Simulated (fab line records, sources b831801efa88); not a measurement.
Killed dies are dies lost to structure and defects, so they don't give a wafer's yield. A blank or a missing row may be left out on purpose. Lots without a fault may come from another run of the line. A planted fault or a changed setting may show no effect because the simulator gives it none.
fab line records | flow sky130
record lots=12 wafers=35 last_day=50
route steps=708 shown VIA1@472 METAL2@484 VIA2@508 PAD_OPEN@708
lots that met no fault: from a run of the same line without faults
start_h: hours from the record's first day to the start of the lot's first wafer shown | wait_h: hours since the lot's step before | " the same as in the row above | L1.1+2: a row that stands for several wafers | - no value, or no start given | * or withheld: withheld | < > ~ a bound
route shown NAME@n: a module of which the file shows steps, and the number in the route of the first | usual: mean/standard deviation of fault-free wafers | same: alike in all rows | chamber/n: place in a boat | sites: the reading at each site | _std_site: their standard deviation | _edge_site: outer sites' mean less inner sites' | radius_mm: how far each site lies from the wafer's centre | mask NAME#n: copy n | behind: the tool/chamber that last shaped the wafer | hold: why the lot was held/for how many hours/how that ended | device: the transistor (n, p or np) that didn't switch | end of line: the same wafers' tests at the end of the route | a step without rows: its recipe alone | killed: dies lost to structure and defects at the first sort, not the wafer's yield | map: a wafer's dies, x killed, . not, _ none there
set.NAME: the setting as run; set.NAME@STEP: as run at that earlier step | model.NAME: the simulator's own value behind a step, which no gauge read
steps of the route over a sample of lots; a table a step, a row a wafer
services: from which hour (start_h, from the record's first day; less than 0 if before it) a tool's chamber was out of use, for how many hours, and why
## steps
# step SKY_VIA1_ETCH_14
# recipe chemistry=N2/H2 target=BARC ion_energy_ev=200 source_w=500 bias_w=100 pressure_mtorr=30 n2_flow_sccm=100 h2_flow_sccm=200 stop_on=SiO2 time_s=45.9 target_depth_a=600
# usual drypump_motor_current_A=5.8/0.44 oes_product_au=0.856/0.005 rf_fwd_power_W=494.8/1.8 throttle_valve_pct=13.225/0.009
# columns lot.wafer tool chamber start_h wait_h drypump_motor_current_A oes_product_au rf_fwd_power_W rf_hours_counter_h throttle_valve_pct
L233.1 rie_diel-03 0 798.10 0.0 6.2 0.853 493.4 19 13.220
L233.2 " 1 " " 5.1 0.865 495.8 1 13.239
L233.4 " 2 " " 5.4 0.869 497.4 8 13.228
L235.1 rie_diel-03 2 812.45 0.0 5.4 0.857 497.9 8 13.220
L235.5 " 1 " " 5.1 0.851 491.5 - 13.215
L235.6 " 2 " " 5.4 0.857 495.4 - 13.220
L239.2 rie_diel-02 2 847.25 0.0 5.6 0.859 493.0 12 13.230
L239.4 " 1 " " 6.2 0.853 493.6 16 13.229
L240.3 rie_diel-02 0 851.69 0.0 5.6 0.853 495.4 13 13.233
L240.4 " 3 " " 6.2 0.856 494.0 14 13.218
L240.6 " 0 " " 5.6 0.860 497.5 - 13.218
L242.1 rie_diel-02 2 876.02 0.0 5.6 0.847 490.9 13 13.226
L242.3 " 0 " " 5.6 0.862 497.1 13 13.229
L242.6 " 1 " " 6.2 0.852 499.3 - 13.232
L248.1 rie_diel-01 1 915.65 0.0 5.6 0.854 492.2 5 13.228
L248.3 " 2 " " 6.3 0.852 493.5 11 13.232
L248.6 " 0 " " 6.5 0.852 494.9 - 13.247
L249.3 rie_diel-02 0 923.90 0.0 5.6 0.856 496.7 14 13.231
L249.5 " 1 " " 6.2 0.864 497.2 - 13.216
L249.6 " 2 " " 5.6 0.863 490.9 - 13.216
L250.1 rie_diel-01 3 927.10 0.0 5.4 0.852 492.7 10 13.239
L250.2 " 1 " " 5.7 0.849 493.1 6 13.207
L250.5 " 1 " " 5.6 0.862 493.7 - 13.236
L251.2 rie_diel-01 1 932.39 0.0 5.6 0.857 493.2 6 13.237
L251.5 " 0 " " 6.4 0.855 496.3 - 13.227
L251.6 " 3 " " 5.5 0.854 495.6 - 13.227
L253.2 rie_diel-03 1 944.40 0.0 5.1 0.853 494.8 6 13.228
L253.3 " 2 " " 5.4 0.852 491.7 12 13.236
L253.6 " 3 " " 6.2 0.849 494.3 - 13.212
L254.2 rie_diel-01 1 950.11 0.0 5.7 0.853 494.2 6 13.218
L254.3 " 2 " " 6.2 0.861 495.9 12 13.218
L254.6 " 1 " " 5.6 0.871 494.1 - 13.229
L255.1 rie_diel-01 2 959.80 0.0 6.3 0.849 492.6 12 13.224
L255.4 " 0 " " 6.4 0.857 496.7 9 13.229
L255.6 " 1 " " 5.6 0.856 493.8 - 13.228
# step SKY_METAL2_SPUTTER_01
# recipe material=TiN target_thk_nm=20 power_w=6500 time_s=16.7 chamber_pressure_pa=0.4
# usual throttle_valve_pct=30.0/1.4
# columns lot.wafer tool chamber start_h wait_h throttle_valve_pct
L233.1 pvd_sputter-03 - 799.45 0.0 31.3
L233.2 " - " " 27.1
L233.4 " - " " 30.8
L235.1 pvd_sputter-04 - 813.78 0.0 28.8
L235.5 " - " " 28.9
L235.6 " - " " 30.0
L239.2 pvd_sputter-03 - 848.66 0.0 31.1
L239.4 " - " " 31.3
L240.3 pvd_sputter-04 - 853.07 0.0 29.8
L240.4 " - " " 32.2
L240.6 " - " " 32.3
L242.1 pvd_sputter-01 - 877.43 0.0 29.2
L242.3 " - " " 30.9
L242.6 " - " " 30.7
L248.1 pvd_sputter-01 - 917.33 0.0 30.1
L248.3 " - " " 29.9
L248.6 " - " " 30.7
L249.3 pvd_sputter-03 - 925.23 0.0 31.5
L249.5 " - " " 29.2
L249.6 " - " " 31.5
L250.1 pvd_sputter-03 - 928.63 0.0 31.5
L250.2 " - " " 30.8
L250.5 " - " " 31.1
L251.2 pvd_sputter-01 - 937.49 0.0 29.0
L251.5 " - " " 30.4
L251.6 " - " " 30.7
L253.2 pvd_sputter-04 - 945.87 0.0 32.0
L253.3 " - " " 28.6
L253.6 " - " " 30.5
L254.2 pvd_sputter-03 - 951.46 0.0 31.0
L254.3 " - " " 27.5
L254.6 " - " " 27.4
L255.1 pvd_sputter-03 - 961.13 0.0 31.0
L255.4 " - " " 29.0
L255.6 " - " " 31.5
# step SKY_METAL2_COAT_09
# recipe resist=BARC temp_c=withheld time_s=withheld spin_rpm=3000 resist_thk_nm=60
# usual spin_speed_rpm=3000.0/2.2
# columns lot.wafer tool chamber start_h wait_h spin_speed_rpm
L233.1 litho_track-04 0 812.89 0.1 2999.8
L233.2 " 0 " " 2998.8
L233.4 " 0 " " 3002.1
L235.1 litho_track-01 0 826.12 0.1 3000.0
L235.5 " 0 " " 3002.7
L235.6 " 0 " " 3002.8
L239.2 litho_track-04 0 860.82 0.1 2894.2
L239.4 " 0 " " 2891.8
L240.3 litho_track-04 0 866.34 0.1 2896.0
L240.4 " 0 " " 2898.2
L240.6 " 0 " " 2896.8
L242.1 litho_track-01 0 890.07 0.1 2999.1
L242.3 " 0 " " 3002.2
L242.6 " 0 " " 2997.3
L248.1 litho_track-04 0 929.49 0.1 3000.1
L248.3 " 0 " " 3003.6
L248.6 " 0 " " 3000.3
L249.3 litho_track-03 0 937.04 0.1 3000.4
L249.5 " 0 " " 2995.6
L249.6 " 0 " " 3002.3
L250.1 litho_track-04 0 940.59 0.1 3001.2
L250.2 " 0 " " 3002.7
L250.5 " 0 " " 2998.1
L251.2 litho_track-01 0 948.40 0.1 2999.4
L251.5 " 0 " " 3001.3
L251.6 " 0 " " 3001.4
L253.2 litho_track-04 0 958.72 0.1 2999.5
L253.3 " 0 " " 2995.7
L253.6 " 0 " " 3000.2
L254.2 litho_track-04 0 963.52 0.1 3000.5
L254.3 " 0 " " 2997.7
L254.6 " 0 " " 3003.0
L255.1 litho_track-04 0 972.49 0.1 3000.5
L255.4 " 0 " " 2999.6
L255.6 " 0 " " 3000.9
# step SKY_VIA2_THK_MEAS_01
# recipe reads=SiO2_of_VIA2_HDPCVD_00
# usual VIA2_HDPCVD_THK=1187/11
# columns lot.wafer tool chamber start_h wait_h VIA2_HDPCVD_THK[nm]
L233.1 film_metro-04 - 826.40 0.1 1204
L233.2 " - " " 1211
L233.4 " - " " 1203
L235.1 film_metro-04 - 840.95 0.1 1198
L235.5 " - " " 1184
L235.6 " - " " 1196
L239.2 film_metro-01 - 875.61 0.1 1183
L239.4 " - " " 1177
L240.3 film_metro-01 - 880.13 0.1 1190
L240.4 " - " " 1174
L240.6 " - " " 1180
L242.1 film_metro-01 - 904.30 0.1 1198
L242.3 " - " " 1189
L242.6 " - " " 1193
L248.1 film_metro-01 - 942.80 0.1 1194
L248.3 " - " " 1189
L248.6 " - " " 1185
L249.3 film_metro-02 - 949.37 0.1 1174
L249.5 " - " " 1182
L249.6 " - " " 1170
L250.1 film_metro-01 - 953.60 0.1 1196
L250.2 " - " " 1194
L250.5 " - " " 1187
L251.2 film_metro-02 - 962.66 0.1 1189
L251.5 " - " " 1193
L251.6 " - " " 1191
L253.2 film_metro-02 - 971.65 0.1 1180
L253.3 " - " " 1180
L253.6 " - " " 1167
L254.2 film_metro-02 - 976.45 0.1 1177
L254.3 " - " " 1191
L254.6 " - " " 1191
L255.1 film_metro-04 - 986.63 0.1 1190
L255.4 " - " " 1185
L255.6 " - " " 1178
# step SKY_PAD_OPEN_PROBE_99
# usual defect_limited_yield=82.1/2 killed_at_M0_to_M3=44/7.8 killed_at_M4_up=3.1/1.7 killed_at_contacts=25/5.1 killed_at_front_end=15/4.4 killed_at_other=0.5/0.68 killed_dies=88/9.9 killed_open=48/6.9 killed_short=39/6.5 sort_bin_3_pad_short=0.8/0.42 sort_bin_5_function=10.6/1.5 sort_bin_6_memory=6.5/1.2 sort_n_pass=404/9.9 sort_yield_pct=82.1/2
# same gross_dies=492 killed_at_back_side=0 sort_bin_4_leakage[%]=0 sort_bin_8_speed[%]=0
# columns lot.wafer tool chamber start_h wait_h defect_limited_yield[%] killed_at_M0_to_M3 killed_at_M4_up killed_at_contacts killed_at_front_end killed_at_other killed_dies killed_open killed_short sort_bin_3_pad_short[%] sort_bin_5_function[%] sort_bin_6_memory[%] sort_n_pass sort_yield_pct[%]
L235.1 prober-01 - 1090.08 0.1 83.9 38 2 25 13 1 79 46 33 0.8 8.3 6.9 413 83.9
L235.5 prober-01 - 1090.28 0.2 79.1 59 2 24 18 0 103 55 48 1.2 13.4 6.3 389 79.1
L235.6 prober-01 - 1090.33 0.2 82.9 43 2 24 15 0 84 46 37 1.4 9.8 5.9 408 82.9
L239.2 prober-01 - 1119.01 0.1 77.8 61 4 25 18 1 109 61 48 1.0 12.2 8.9 383 77.8
L239.4 prober-01 - 1119.11 0.2 82.1 38 4 28 18 0 88 55 33 0.4 9.8 7.7 404 82.1
L240.3 prober-02 - 1120.04 0.2 78.5 56 5 27 17 1 106 64 41 1.8 11.2 8.5 386 78.5
L240.4 prober-02 - 1120.09 0.2 81.1 59 2 27 5 0 93 47 45 0.8 10.6 7.5 399 81.1
L240.6 prober-02 - 1120.19 0.2 80.7 44 3 23 24 1 95 52 42 1.4 10.4 7.5 397 80.7
# killed by level:class
L235.1 VIA1:geometric_particle:open=11 LI_CONTACT:geometric_particle:open=8 FIELD_ISO:geometric_particle:short=7 CONTACT:geometric_particle:open=7 VIA3:geometric_particle:open=6 VIA2:geometric_particle:open=5 METAL1:geometric_particle:short=5 LI_CONTACT:geometric_particle:short=4
L235.5 VIA1:geometric_particle:open=13 VIA3:geometric_particle:open=12 CONTACT:geometric_particle:open=11 METAL2:geometric_particle:short=9 VIA2:geometric_particle:short=7 POLY_GATE:geometric_particle:short=5 LI_CONTACT:geometric_particle:open=5 METAL1:geometric_particle:short=5
L235.6 CONTACT:geometric_particle:open=10 VIA1:geometric_particle:open=10 VIA2:geometric_particle:open=8 LI_CONTACT:geometric_particle:open=7 METAL2:geometric_particle:short=6 VIA3:geometric_particle:short=5 POLY_GATE:geometric_particle:short=4 CONTACT:geometric_particle:short=4
L239.2 VIA1:geometric_particle:open=13 VIA2:geometric_particle:open=10 VIA3:geometric_particle:open=9 LI_CONTACT:geometric_particle:open=8 POLY_GATE:geometric_particle:open=7 CONTACT:geometric_particle:open=7 VIA2:geometric_particle:short=6 CONTACT:geometric_particle:short=5
L239.4 CONTACT:geometric_particle:open=11 VIA1:geometric_particle:open=9 LI_CONTACT:geometric_particle:open=7 VIA3:geometric_particle:open=7 LOCAL_INTERCONNECT:geometric_particle:short=6 FIELD_ISO:geometric_particle:short=5 POLY_GATE:geometric_particle:open=5 VIA2:geometric_particle:open=5
L240.3 VIA1:geometric_particle:open=14 CONTACT:geometric_particle:open=11 VIA3:geometric_particle:open=10 METAL1:geometric_particle:short=8 VIA2:geometric_particle:open=7 FIELD_ISO:geometric_particle:open=6 LI_CONTACT:geometric_particle:open=6 VIA3:geometric_particle:short=5
L240.4 LI_CONTACT:geometric_particle:open=11 VIA1:geometric_particle:open=10 METAL2:geometric_particle:short=9 VIA1:geometric_particle:short=8 CONTACT:geometric_particle:open=7 METAL1:geometric_particle:short=6 CONTACT:geometric_particle:short=5 VIA2:geometric_particle:open=5
L240.6 CONTACT:geometric_particle:open=12 VIA3:geometric_particle:open=11 VIA1:geometric_particle:open=9 VIA1:geometric_particle:short=6 FIELD_ISO:geometric_particle:short=5 POLY_GATE:geometric_particle:short=5 CONTACT:geometric_particle:short=5 FIELD_ISO:geometric_particle:open=4
## services
# columns tool chamber start_h hours kind
rie_diel-01 - 796.94 2.8 pm
pvd_sputter-03 - 804.69 3.0 repair
rie_diel-03 0 813.37 3.4 repair
pvd_sputter-01 - 814.77 6.9 repair
rie_diel-02 3 819.34 12.7 repair
pvd_sputter-03 - 821.93 4.1 repair
pvd_sputter-01 - 829.66 9.3 repair
rie_diel-01 - 829.99 0.7 repair
rie_diel-03 2 830.24 2.5 repair
pvd_sputter-01 - 832.32 0.5 repair
pvd_sputter-01 - 844.80 1.7 repair
rie_diel-02 1 862.07 7.3 repair
rie_diel-02 0 902.39 2.3 repair
rie_diel-03 0 905.62 5.3 repair
pvd_sputter-01 - 906.17 2.1 repair
rie_diel-02 3 934.95 1.3 repair
pvd_sputter-01 - 943.68 4.6 repair
## key
first_sign step=SKY_METAL2_COAT_09 reading=spin_speed_rpm direction=down sigmas=47 usual=3000.0 struck=2895.4
effect none on later readings
met_at SKY_METAL2_COAT_09
struck_lots L239,L240
not_acting_at SKY_VIA1_ETCH_14,SKY_METAL2_SPUTTER_01,SKY_VIA2_THK_MEAS_01
onset_between 812.89 860.82
fault kind=process_parameter_drift tool=litho_track-04 chamber=- onset_h=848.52 steps=SKY_METAL2_COAT_09 channel=spin_rpm offset=-103.96 shape=step end_h=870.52 acts_in=these_recipes_only stated=3000
